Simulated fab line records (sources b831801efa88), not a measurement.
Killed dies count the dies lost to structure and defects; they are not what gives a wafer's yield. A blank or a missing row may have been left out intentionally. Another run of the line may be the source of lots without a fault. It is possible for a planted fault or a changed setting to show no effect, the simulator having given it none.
Which tool did it? + flow sky130 + 36 wafers from 12 lots sampled at 2 of the route's 708 steps

WHAT THE GAUGES READ, wafer by wafer
SKY_PWDE_OVL_MEAS_07. Usual: PWDE_OVL 0.7 nm, standard deviation 1.5.
| lot  | measured    | on         | PWDE_OVL (nm)  | flag |
|------|-------------|------------|----------------|------|
| L233 | day 4 08:53 | overlay-01 | 1.8 3.4 2.3    |      |
| L232 | day 4 09:02 | overlay-02 | -0.5 0.2 0.0   |      |
| L235 | day 4 20:38 | overlay-01 | 2.9 3.4 1.4    |      |
| L237 | day 5 02:22 | overlay-02 | -0.2 -3.6 -1.8 |      |
| L238 | day 5 10:51 | overlay-01 | 1.6 0.4 0.7    |      |
| L244 | day 6 19:11 | overlay-01 | -1.9 -0.2 -0.4 |      |
| L247 | day 7 13:54 | overlay-02 | 1.6 1.2 1.9    |      |
| L248 | day 7 19:17 | overlay-02 | -0.9 -0.2 -1.4 |      |
| L249 | day 7 22:49 | overlay-01 | 3.3 4.9 2.5    |      |
| L250 | day 8 06:45 | overlay-02 | 2.1 1.1 1.1    |      |
| L251 | day 8 13:09 | overlay-02 | -1.2 0.4 -0.2  |      |
| L252 | day 8 21:02 | overlay-01 | 3.0 1.8 2.3    |      |

TOOL THAT RAN EACH LOT (tool first, then ch and the chambers of the sampled wafers, then the start)
| lot  | SKY_FIELD_ISO_ETCH_15             |
|------|-----------------------------------|
| L233 | rie diel-02 ch 1,2,3, day 2 17:57 |
| L232 | rie diel-03 ch 2,3, day 2 18:18   |
| L235 | rie diel-02 ch 0,1,2, day 3 01:42 |
| L237 | rie diel-01 ch 0,2,3, day 3 10:33 |
| L238 | rie diel-03 ch 1,2, day 3 18:17   |
| L244 | rie diel-03 ch 1,2, day 5 00:26   |
| L247 | rie diel-01 ch 1,2,3, day 5 16:02 |
| L248 | rie diel-02 ch 1,3, day 5 19:57   |
| L249 | rie diel-02 ch 0,2,3, day 6 02:35 |
| L250 | rie diel-01 ch 1,2, day 6 07:03   |
| L251 | rie diel-02 ch 1,3, day 6 12:30   |
| L252 | rie diel-03 ch 0,2,3, day 6 20:48 |
- SKY_FIELD_ISO_ETCH_15: etches the open film in CHF3/O2, stops on Si, target depth 180 nm, time 72 s.

WHAT THE TOOLS THEMSELVES READ (means of the sampled wafers that have a number; where no wafer has one, the mark that the record gives instead)
SKY_FIELD_ISO_ETCH_15. Usual: drypump motor current A 5.8 A, standard deviation 0.4; oes product au 0.942 a.u., standard deviation 0.0072; throttle valve pct 8.843 %, standard deviation 0.0094.
| lot  | tool        | drypump motor current A (A) | oes product au (a.u.) | throttle valve pct (%) | flag |
|------|-------------|-----------------------------|-----------------------|------------------------|------|
| L233 | rie diel-02 | 5.6                         | 0.945                 | 8.849                  |      |
| L232 | rie diel-03 | 6.4                         | 0.945                 | 8.845                  |      |
| L235 | rie diel-02 | 5.8                         | 0.935                 | 8.837                  |      |
| L237 | rie diel-01 | 5.4                         | 0.943                 | 8.851                  |      |
| L238 | rie diel-03 | 6.1                         | 0.944                 | 8.843                  |      |
| L244 | rie diel-03 | 6.0                         | 0.944                 | 8.839                  |      |
| L247 | rie diel-01 | 5.5                         | 0.943                 | 8.851                  |      |
| L248 | rie diel-02 | 5.6                         | 0.941                 | 8.850                  |      |
| L249 | rie diel-02 | 5.7                         | 0.941                 | 8.841                  |      |
| L250 | rie diel-01 | 5.9                         | 0.951                 | 8.848                  |      |
| L251 | rie diel-02 | 5.5                         | 0.948                 | 8.847                  |      |
| L252 | rie diel-03 | 6.1                         | 0.943                 | 8.854                  |      |

THE ANSWER, worked out from the rows above alone
Rule: a lot counts as off when the mean over its wafers that have a number is more than 3 standard deviations away from the usual mean. A lot without any number at a reading at which 4 lots or more have one is off too. The other lots that the step has rows for count as sound. The gauges are gone through in route order, then the tools' own readings, and for those a lot's mean is taken as printed above. The first step at which some lot is off is used, and at that step the reading that is off furthest; a lot without a number counts as furthest.
Nothing can be told from this: no lot is off at any reading shown.

WHAT WAS PUT IN BY THE SIMULATOR
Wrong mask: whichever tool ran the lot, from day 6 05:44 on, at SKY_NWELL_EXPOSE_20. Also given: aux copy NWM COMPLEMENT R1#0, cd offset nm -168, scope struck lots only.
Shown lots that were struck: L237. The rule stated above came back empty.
